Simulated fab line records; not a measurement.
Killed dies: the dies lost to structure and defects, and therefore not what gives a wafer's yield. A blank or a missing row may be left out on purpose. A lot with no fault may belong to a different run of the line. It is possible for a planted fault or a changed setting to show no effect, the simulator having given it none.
Which tool was responsible? ; flow sky130 ; 11 lots with 31 wafers sampled at 4 steps, on a route of 708 steps

## WHAT THE GAUGES SHOWED, per wafer
SKY_VIA2_THK_MEAS_01. Usual: VIA2_HDPCVD_THK typically reads 1182 nm, with standard deviation 10.
lot;measured;on;VIA2_HDPCVD_THK (nm);flag
L471;day 35 21:11;film_metro-03;903 1175 904 1176;OFF
L472;day 36 04:21;film_metro-03;884 888 884 888;OFF
L473;day 36 06:24;film_metro-04;1193 1186 1191;
L480;day 38 15:12;film_metro-04;1173 1182 1173;
L481;day 39 15:42;film_metro-04;1189 1193 1189;
L482;day 40 21:16;film_metro-04;1192 1192 1195;
L484;day 41 06:03;film_metro-03;1178 1191 1191;
L485;day 41 06:24;film_metro-04;1195 1182 1195;
L486;day 41 16:39;film_metro-04;1193 1197 1179;
L488;day 42 12:01;film_metro-03;1179 1204 1182;
L491;day 42 14:02;film_metro-02;1190 1194 1198;

SKY_VIA2_BOW_MEAS_03. Usual: VIA2_BOW typically reads 84 um, with standard deviation 7.7.
lot;measured;on;VIA2_BOW (um);flag
L471;day 36 01:04;film_metro-03;78 88;
L472;day 36 11:03;film_metro-04;86 84;
L473;day 36 06:46;film_metro-03;86 80 81;
L480;day 38 15:34;film_metro-04;85 71 84;
L481;day 39 16:04;film_metro-02;91 84 84;
L482;day 40 21:38;film_metro-04;94 83 78;
L484;day 41 06:25;film_metro-03;96 87 95;
L485;day 41 06:46;film_metro-04;98 98 97;
L486;day 41 17:01;film_metro-03;85 82 79;
L488;day 42 12:22;film_metro-04;88 87 96;
L491;day 42 14:23;film_metro-03;68 80 76;

## WHICH TOOL RAN EACH LOT (tool, then ch and the chambers of the sampled wafers, then the start)
lot;SKY_VIA1_CMP_24;SKY_VIA2_HDPCVD_00
L471;cmp-01 ch 0,3, day 34 17:49;hdpcvd-02 ch 1,2, day 35 21:03
L472;cmp-01 ch 2,3, day 35 00:42;hdpcvd-02 ch 2, day 36 04:13
L473;cmp-02 ch 0,1,3, day 35 02:38;hdpcvd-01 ch 0,1,2, day 36 06:16
L480;cmp-02 ch 0,1,3, day 37 10:57;hdpcvd-01 ch 0,1,2, day 38 15:04
L481;cmp-02 ch 0,1,3, day 38 12:59;hdpcvd-01 ch 0,1,2, day 39 15:34
L482;cmp-02 ch 0,3, day 39 18:50;hdpcvd-01 ch 0,2, day 40 21:07
L484;cmp-01 ch 0,1,3, day 40 03:44;hdpcvd-02 ch 0,1,2, day 41 05:56
L485;cmp-02 ch 0,3, day 40 04:01;hdpcvd-02 ch 1,2, day 41 06:17
L486;cmp-02 ch 0,1,3, day 40 12:32;hdpcvd-01 ch 1,2, day 41 16:31
L488;cmp-02 ch 1,2,3, day 41 10:37;hdpcvd-01 ch 0,1,2, day 42 11:53
L491;cmp-02 ch 1,3, day 41 13:00;hdpcvd-01 ch 0,1,2, day 42 13:55
- SKY_VIA1_CMP_24: polishes, stops on SiO2, t overpolish 15 s, target thk 0 nm.
- SKY_VIA2_HDPCVD_00: deposits SiO2, target thk 1180 nm, time 196.7 s.

## WHAT THE TOOLS THEMSELVES READ (means of the sampled wafers that have a number; where no wafer has one, the mark that the record gives instead)
SKY_VIA1_CMP_24. Usual: motor_current_A 11.8 A, standard deviation 0.75; overpolish_run_s 15.001 s, standard deviation 0.0093; time_to_endpoint_s 66 s, standard deviation 3.4.
lot;tool;motor_current_A (A);overpolish_run_s (s);time_to_endpoint_s (s);flag
L471;cmp-01;11.4;14.986;64;
L472;cmp-01;12.0;15.000;64;
L473;cmp-02;11.3;15.002;65;
L480;cmp-02;11.4;15.004;65;
L481;cmp-02;11.8;14.999;66;
L482;cmp-02;11.1;15.011;68;
L484;cmp-01;11.4;14.999;64;
L485;cmp-02;11.5;15.013;65;
L486;cmp-02;11.5;15.008;67;
L488;cmp-02;11.6;14.997;70;
L491;cmp-02;11.3;15.010;67;

SKY_VIA2_HDPCVD_00. Usual: susceptor_temp_C reads 400.04 C (standard deviation 0.24).
lot;tool;susceptor_temp_C (C);flag
L471;hdpcvd-02;400.12;
L472;hdpcvd-02;400.18;
L473;hdpcvd-01;400.24;
L480;hdpcvd-01;399.99;
L481;hdpcvd-01;399.91;
L482;hdpcvd-01;399.90;
L484;hdpcvd-02;399.87;
L485;hdpcvd-02;400.19;
L486;hdpcvd-01;400.27;
L488;hdpcvd-01;400.09;
L491;hdpcvd-01;400.13;

## THE ANSWER, worked out from the rows above alone
Rule: a lot counts as off when the mean over its wafers that have a number is more than 3 standard deviations away from the usual mean. Also off: a lot with no number at a reading for which 4 or more lots have one. Where the step has rows for the other lots, those lots are counted as sound. Order of review: gauges by route order, followed by the tools' own readings, for which a lot's mean as printed above is used. At the first step where some lot is off, the reading lying furthest off is the one used; lots without a number count as furthest.
Off: L471, L472, at SKY_VIA2_THK_MEAS_01 (VIA2_HDPCVD_THK).
If a tool, at a process step before that reading, ran all the lots that are off and no sound lot after the first of them, it fits. The gauges at SKY_VIA2_THK_MEAS_01 are tried like those tools. Not one of the candidates tried fits.

## WHAT THE SIMULATOR PUT IN
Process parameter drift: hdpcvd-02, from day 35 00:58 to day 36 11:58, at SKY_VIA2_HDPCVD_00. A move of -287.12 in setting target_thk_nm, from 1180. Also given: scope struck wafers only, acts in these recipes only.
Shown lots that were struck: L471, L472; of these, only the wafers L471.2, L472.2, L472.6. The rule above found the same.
